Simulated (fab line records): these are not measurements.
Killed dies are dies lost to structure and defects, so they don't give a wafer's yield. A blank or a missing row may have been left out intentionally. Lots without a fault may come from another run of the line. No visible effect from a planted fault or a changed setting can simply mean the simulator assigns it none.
Code-filled problem report in 8D (eight disciplines) form || flow sky130 || the parts of the form that need people (team, actions taken, sign-off) are left out

== 1. PROBLEM STATEMENT ==
cd_nm at SKY_METAL2_CD_MEAS_15 reads a mean of 97.3 nm on 4 wafers of 2 lots; wafers without a fault read 139.7 nm with a standard deviation of 1.3. That is -33 standard deviations from the usual mean.
The step: target cd 140 nm.
Seen first at day 39 23:39 on cd_sem-02, wafer L368.2. Wafers with a number at this step in the record: 35, from 12 lots. The rule behind "out" and "out of limits": a value lying over 4 standard deviations away from the usual mean. All remaining wafers that have a number are taken as sound.

== 2. WHAT IT IS AND WHAT IT IS NOT ==
{"question": "which readings at this step", "is": "cd_nm", "is not": "-"}
{"question": "which lots", "is": "L368, L372", "is not": "L352, L356, L357, L358, L359, L360, L361, L363, L373, L375"}
{"question": "which wafers of those lots", "is": "L368.2, L368.3, L372.2, L372.3", "is not": "L368.1"}
{"question": "read on which gauges", "is": "cd_sem-01, cd_sem-02", "is not": "-"}
{"question": "when", "is": "from day 39 23:39", "is not": "up to then (25 sound wafers); but 6 sound wafers of L373, L375 came after"}

== 3. WHAT RULES OUT EACH SUSPECT ==
Counting: if a tool at a process step up to the reading ran every lot that is out, it stays a suspect. Sound lots after the first of them don't rule it out here, since some wafers of a struck lot are sound.
- ruled out: the gauge at SKY_METAL2_CD_MEAS_15. The wafers that are out were read on 2 gauges (cd_sem-01, cd_sem-02).
- krf_scanner-01 at SKY_METAL2_EXPOSE_12 (exposes mask MM2, target cd 140 nm): kept. Every lot that is out went through it, the first being L368 (day 39 11:21); the last sound lot it ran before that was L361 (day 37 12:03).
Remaining after the count: krf_scanner-01 at SKY_METAL2_EXPOSE_12.

== 4. THE CAUSE (what the simulator had put in) ==
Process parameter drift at SKY_METAL2_EXPOSE_12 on krf_scanner-01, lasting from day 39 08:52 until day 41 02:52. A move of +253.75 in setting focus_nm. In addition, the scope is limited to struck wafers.
After counting, this tool was the only one left.

== 5. THE EFFECT CHAIN, in route order ==
Each row: a reading whose mean over the struck wafers that have a number lies more than 3 standard deviations from the usual. Only readings whose record carries a usual standard deviation are examined. hours: median over the lots of the time between each lot's start at the first step of this table that gives one and its start at this step. sigmas: the change, counted in usual standard deviations.
{"hours": 0, "step": "SKY_METAL2_CD_MEAS_15", "reading": "cd_nm", "usual": "139.7 nm", "on struck wafers": 97.3, "change": -42.4, "sigmas": -33}
{"hours": 225, "step": "SKY_PAD_OPEN_PROBE_99", "reading": "defect_limited_yield", "usual": "82.8 %", "on struck wafers": 0.1, "change": -82.7, "sigmas": -39}
{"hours": 225, "step": "SKY_PAD_OPEN_PROBE_99", "reading": "killed_at_M0_to_M3", "usual": 43, "on struck wafers": 446, "change": "+403", "sigmas": "+52"}
{"hours": 225, "step": "SKY_PAD_OPEN_PROBE_99", "reading": "killed_dies", "usual": 85, "on struck wafers": 492, "change": "+406", "sigmas": "+41"}
{"hours": 225, "step": "SKY_PAD_OPEN_PROBE_99", "reading": "killed_on_rim", "usual": 17, "on struck wafers": 96, "change": "+79", "sigmas": "+21"}
{"hours": 225, "step": "SKY_PAD_OPEN_PROBE_99", "reading": "sort_bin_5_function", "usual": "10.3 %", "on struck wafers": 92.3, "change": "+82.0", "sigmas": "+48"}
{"hours": 225, "step": "SKY_PAD_OPEN_PROBE_99", "reading": "sort_n_pass", "usual": 407, "on struck wafers": 0, "change": -406, "sigmas": -41}
{"hours": 225, "step": "SKY_PAD_OPEN_PROBE_99", "reading": "sort_yield_pct", "usual": "82.8 %", "on struck wafers": 0.1, "change": -82.7, "sigmas": -39}
It contains these process steps:
- SKY_PAD_OPEN_PROBE_99

== 6. HOW IT WOULD HAVE BEEN CAUGHT EARLIER ==
15 hours passed between the start of the fault at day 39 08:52 and the first reading out of limits at a measuring or inspecting step in this record, taken at day 39 23:39.
An alarm limit of 4 standard deviations would not have fired on the tool readings at SKY_METAL2_EXPOSE_12 for which the record gives a usual standard deviation, since none of them was out on any struck wafer.
Lots out: 2; of these, L372 started SKY_METAL2_EXPOSE_12 on krf_scanner-01 after day 39 23:39. It would have been spared by a hold on the tool at that moment.
